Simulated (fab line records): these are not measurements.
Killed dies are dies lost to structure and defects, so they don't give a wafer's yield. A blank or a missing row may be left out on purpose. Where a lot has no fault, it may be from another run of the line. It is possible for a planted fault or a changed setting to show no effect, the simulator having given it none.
Which tool is to blame? + flow sky130 + Sampling: 15 lots, 45 wafers, 3 of 708 route steps

WHAT THE GAUGES READ, wafer by wafer
SKY_METAL3_CD_MEAS_13 targets a cd of 300 nm.
| lot  | measured     | on       | cdNm (nm)         |
|------|--------------|----------|-------------------|
| L697 | day 38 07:20 | cdSem-01 | 298.6 298.7 298.8 |
| L696 | day 38 08:34 | cdSem-01 | 301.2 300.6 301.0 |
| L699 | day 39 22:58 | cdSem-01 | 300.0 299.1 300.9 |
| L701 | day 43 02:04 | cdSem-02 | 301.1 299.5 298.7 |
| L703 | day 43 03:25 | cdSem-01 | 300.3 300.7 298.7 |
| L707 | day 43 03:48 | cdSem-02 | 302.7 301.5 302.6 |
| L706 | day 43 04:08 | cdSem-01 | 299.9 298.8 301.3 |
| L710 | day 43 06:59 | cdSem-02 | 298.6 298.9 299.6 |
| L711 | day 43 10:13 | cdSem-02 | 299.0 299.5 299.4 |
| L712 | day 43 10:21 | cdSem-01 | 299.1 298.2 300.4 |
| L713 | day 43 10:34 | cdSem-01 | 298.6 299.6 299.2 |
| L714 | day 43 11:51 | cdSem-02 | 299.6 301.8 301.0 |
| L715 | day 43 19:13 | cdSem-02 | 301.1 300.2 302.0 |
| L716 | day 43 21:22 | cdSem-01 | 300.7 301.5 300.6 |
| L719 | day 44 21:36 | cdSem-01 | 298.3 299.0 298.5 |

SKY_METAL3_OVL_MEAS_14.
| lot  | measured     | on         | METAL3_OVL (nm) |
|------|--------------|------------|-----------------|
| L697 | day 38 07:26 | overlay-02 | 0 4 3           |
| L696 | day 38 08:41 | overlay-01 | -1 -2 4         |
| L699 | day 39 23:05 | overlay-01 | 5 5 9           |
| L701 | day 43 02:11 | overlay-01 | 3 0 3           |
| L703 | day 43 03:32 | overlay-02 | 10 5 9          |
| L707 | day 43 03:53 | overlay-01 | -2 4 9          |
| L706 | day 43 04:14 | overlay-02 | 1 5 1           |
| L710 | day 43 07:05 | overlay-01 | 10 10 7         |
| L711 | day 43 10:20 | overlay-01 | -1 -2 2         |
| L712 | day 43 10:28 | overlay-02 | 0 -1 0          |
| L713 | day 43 10:41 | overlay-02 | -2 -4 -4        |
| L714 | day 43 11:58 | overlay-01 | 3 5 0           |
| L715 | day 43 19:20 | overlay-01 | 4 14 7          |
| L716 | day 43 21:29 | overlay-02 | 11 13 14        |
| L719 | day 44 21:41 | overlay-01 | -8 -8 -11       |

SKY_CAP2M_RS_MEAS_03: a four-point-probe measurement.
| lot  | measured     | on           | CAP2M_TIN_RS (ohm/sq) |
|------|--------------|--------------|-----------------------|
| L697 | day 39 10:14 | filmMetro-01 | 6.92 6.85 6.92        |
| L696 | day 39 12:10 | filmMetro-01 | 6.86 7.00 6.95        |
| L699 | day 41 04:25 | filmMetro-04 | 6.95 6.73 6.77        |
| L701 | day 44 04:31 | filmMetro-02 | 6.75 6.76 6.73        |
| L703 | day 44 06:05 | filmMetro-01 | 6.86 6.74 6.86        |
| L707 | day 44 06:18 | filmMetro-01 | 7.00 6.98 6.97        |
| L706 | day 44 06:24 | filmMetro-04 | 7.01 6.99 6.86        |
| L710 | day 44 09:36 | filmMetro-04 | 7.02 6.76 6.79        |
| L711 | day 44 13:07 | filmMetro-02 | 6.72 6.86 6.70        |
| L712 | day 44 12:28 | filmMetro-01 | 7.00 6.97 6.93        |
| L713 | day 44 12:48 | filmMetro-01 | 6.89 6.91 6.90        |
| L714 | day 44 14:39 | filmMetro-01 | 6.94 6.87 6.88        |
| L715 | day 44 21:02 | filmMetro-02 | 7.06 6.84 7.11        |
| L716 | day 44 22:36 | filmMetro-02 | 6.72 6.98 6.67        |
| L719 | day 45 22:16 | filmMetro-01 | 6.83 7.08 6.83        |

TOOL THAT RAN EACH LOT (tool first, then ch and the chambers of the sampled wafers, then the start)
Record: no process step prior to these readings.

AS READ BY THE TOOLS THEMSELVES (means over the sampled wafers that have a number; for cases with no such wafer, the mark the record gives instead)
The record holds no such reading with a usual standard deviation.

THE ANSWER, worked out from the rows above alone
Rule: usual is defined by the lots themselves. The widest of any qualifying gaps counts: lots, ordered by their means at a reading, are off when they make up no more than a third of the lots, leave a main group of 4 or more, and stand apart from it by 3 or more times the standard deviation of that group's means. The tables above print the reading to a certain number of digits; a main group whose means all agree to those digits is not used. A lot without any number at a reading at which 4 lots or more have one is off too. All remaining lots with rows at the step are treated as sound. First the gauges in route order, then the tools' own readings, where a lot's mean is used as printed above. The first step at which some lot is off is used, and at that step the reading that is off furthest; a lot without a number counts as furthest.
Nothing can be told from this: no lot is off at any reading shown.

WHAT THE SIMULATOR HAD PUT IN
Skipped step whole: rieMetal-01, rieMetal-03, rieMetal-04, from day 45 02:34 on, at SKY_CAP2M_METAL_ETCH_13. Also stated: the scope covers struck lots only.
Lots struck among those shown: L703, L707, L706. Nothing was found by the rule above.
